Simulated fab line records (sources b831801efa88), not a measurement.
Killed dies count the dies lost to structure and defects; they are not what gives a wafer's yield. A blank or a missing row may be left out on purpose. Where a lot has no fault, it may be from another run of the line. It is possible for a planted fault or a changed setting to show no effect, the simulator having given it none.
What tool caused it? -- flow sky130 -- 39 wafers from 13 lots sampled at 4 of the route's 708 steps

## WHAT EACH GAUGE READ, for each wafer
SKY_PASSIVATION_THK_MEAS_01.
lot,measured,on,PASSIVATION_CVD_00_THK (nm)
L256,day 43 22:29,film_metro-01,91.1 92.6 93.0
L257,day 44 06:13,film_metro-01,88.4 89.1 91.7
L259,day 44 17:01,film_metro-01,89.2 87.6 89.7
L262,day 45 16:25,film_metro-03,88.4 88.3 89.1
L263,day 45 20:56,film_metro-01,90.4 93.0 91.9
L265,day 46 14:31,film_metro-03,90.5 91.9 92.1
L266,day 46 21:08,film_metro-02,89.3 88.1 89.8
L270,day 47 14:11,film_metro-01,89.6 88.1 90.5
L271,day 47 21:36,film_metro-03,91.0 90.0 90.9
L272,day 48 03:05,film_metro-01,90.7 92.5 93.1
L276,day 48 19:17,film_metro-01,88.7 90.9 91.8
L277,day 49 06:37,film_metro-02,89.5 89.6 90.8
L279,day 49 17:28,film_metro-03,88.5 89.8 91.3

SKY_PAD_OPEN_BOW_MEAS_13.
lot,measured,on,PAD_OPEN_BOW (um)
L256,day 45 21:53,film_metro-04,46 59 49
L257,day 46 04:41,film_metro-03,38 33 42
L259,day 46 15:01,film_metro-04,33 38 45
L262,day 47 12:13,film_metro-04,45 47 56
L263,day 47 16:11,film_metro-03,44 43 36
L265,day 48 07:42,film_metro-04,40 48 53
L266,day 48 13:49,film_metro-04,51 40 44
L270,day 49 06:20,film_metro-03,47 50 35
L271,day 49 13:17,film_metro-03,65 48 59
L272,day 49 17:21,film_metro-04,35 49 45
L276,day 50 08:26,film_metro-01,53 43 49
L277,day 50 17:37,film_metro-04,46 56 47
L279,day 51 03:44,film_metro-01,42 33 40

## TOOL THAT RAN EACH LOT (tool first, then ch and the chambers of the sampled wafers, then the start)
lot,SKY_DNWELL_STRIP_08,SKY_METAL5_SPUTTER_04
L256,"plasma_asher-02 ch 1, day 3 05:23","pvd_sputter-03, day 42 22:47"
L257,"plasma_asher-02 ch 0,1, day 3 08:54","pvd_sputter-02, day 43 07:21"
L259,"plasma_asher-01 ch 0,1, day 3 18:23","pvd_sputter-03, day 43 18:11"
L262,"plasma_asher-04 ch 1, day 4 12:29","pvd_sputter-01, day 44 17:02"
L263,"plasma_asher-01 ch 0,1, day 4 18:09","pvd_sputter-03, day 44 21:55"
L265,"plasma_asher-02 ch 0, day 5 05:42","pvd_sputter-03, day 45 17:28"
L266,"plasma_asher-04 ch 0,1, day 5 13:33","pvd_sputter-03, day 45 23:32"
L270,"plasma_asher-02 ch 0,1, day 6 09:15","pvd_sputter-03, day 46 17:39"
L271,"plasma_asher-01 ch 0,1, day 6 14:51","pvd_sputter-02, day 47 00:40"
L272,"plasma_asher-01 ch 0,1, day 6 20:56","pvd_sputter-03, day 47 06:52"
L276,"plasma_asher-01 ch 0,1, day 7 16:50","pvd_sputter-02, day 47 22:49"
L277,"plasma_asher-04 ch 0,1, day 7 21:59","pvd_sputter-01, day 48 11:28"
L279,"plasma_asher-04 ch 0,1, day 8 11:50","pvd_sputter-01, day 48 23:00"
- SKY_DNWELL_STRIP_08: strips in O2/N2.
- SKY_METAL5_SPUTTER_04: material TiN, target thk 70 nm, time 58.3 s.

## WHAT THE TOOLS THEMSELVES READ (means of the sampled wafers that have a number; where no wafer has one, the mark that the record gives instead)
SKY_DNWELL_STRIP_08.
lot,tool,drypump_motor_current_A (A),oes_product_au (a.u.),strip_time_to_endpoint_s (s)
L256,plasma_asher-02,6.1,0.719,36.87
L257,plasma_asher-02,6.3,0.723,36.81
L259,plasma_asher-01,5.8,0.723,36.99
L262,plasma_asher-04,5.4,0.719,36.95
L263,plasma_asher-01,5.7,0.726,37.02
L265,plasma_asher-02,6.6,0.723,36.91
L266,plasma_asher-04,4.9,0.723,37.07
L270,plasma_asher-02,6.3,0.717,36.87
L271,plasma_asher-01,5.8,0.726,36.86
L272,plasma_asher-01,5.8,0.727,36.96
L276,plasma_asher-01,5.7,0.722,36.92
L277,plasma_asher-04,5.1,0.725,36.93
L279,plasma_asher-04,5.2,0.724,36.87

SKY_METAL5_SPUTTER_04.
lot,tool,chamber_pressure_pa (Pa),throttle_valve_pct (%)
L256,pvd_sputter-03,0.4000,30.1
L257,pvd_sputter-02,0.3987,30.5
L259,pvd_sputter-03,0.3993,30.0
L262,pvd_sputter-01,0.3986,29.2
L263,pvd_sputter-03,0.4000,30.4
L265,pvd_sputter-03,0.3997,30.4
L266,pvd_sputter-03,0.4008,30.6
L270,pvd_sputter-03,0.3996,30.3
L271,pvd_sputter-02,0.4002,30.1
L272,pvd_sputter-03,0.4001,30.4
L276,pvd_sputter-02,0.4001,30.6
L277,pvd_sputter-01,0.3989,29.5
L279,pvd_sputter-01,0.4007,29.6

## THE ANSWER, worked out from the rows above alone
Rule: what is usual is taken from the lots themselves. The widest of any qualifying gaps counts: lots, ordered by their means at a reading, are off when they make up no more than a third of the lots, leave a main group of 4 or more, and stand apart from it by 3 or more times the standard deviation of that group's means. The tables above print the reading to a certain number of digits; a main group whose means all agree to those digits is not used. A lot without any number at a reading at which 4 lots or more have one is off too. All remaining lots with rows at the step are treated as sound. After the gauges, taken in route order, come the tools' own readings; for these a lot's mean is taken, as printed above. The first step at which some lot is off is used, and at that step the reading that is off furthest; a lot without a number counts as furthest.
Across all readings shown, no lot is off: no conclusion can be drawn from this.

## WHAT THE SIMULATOR HAD INSERTED
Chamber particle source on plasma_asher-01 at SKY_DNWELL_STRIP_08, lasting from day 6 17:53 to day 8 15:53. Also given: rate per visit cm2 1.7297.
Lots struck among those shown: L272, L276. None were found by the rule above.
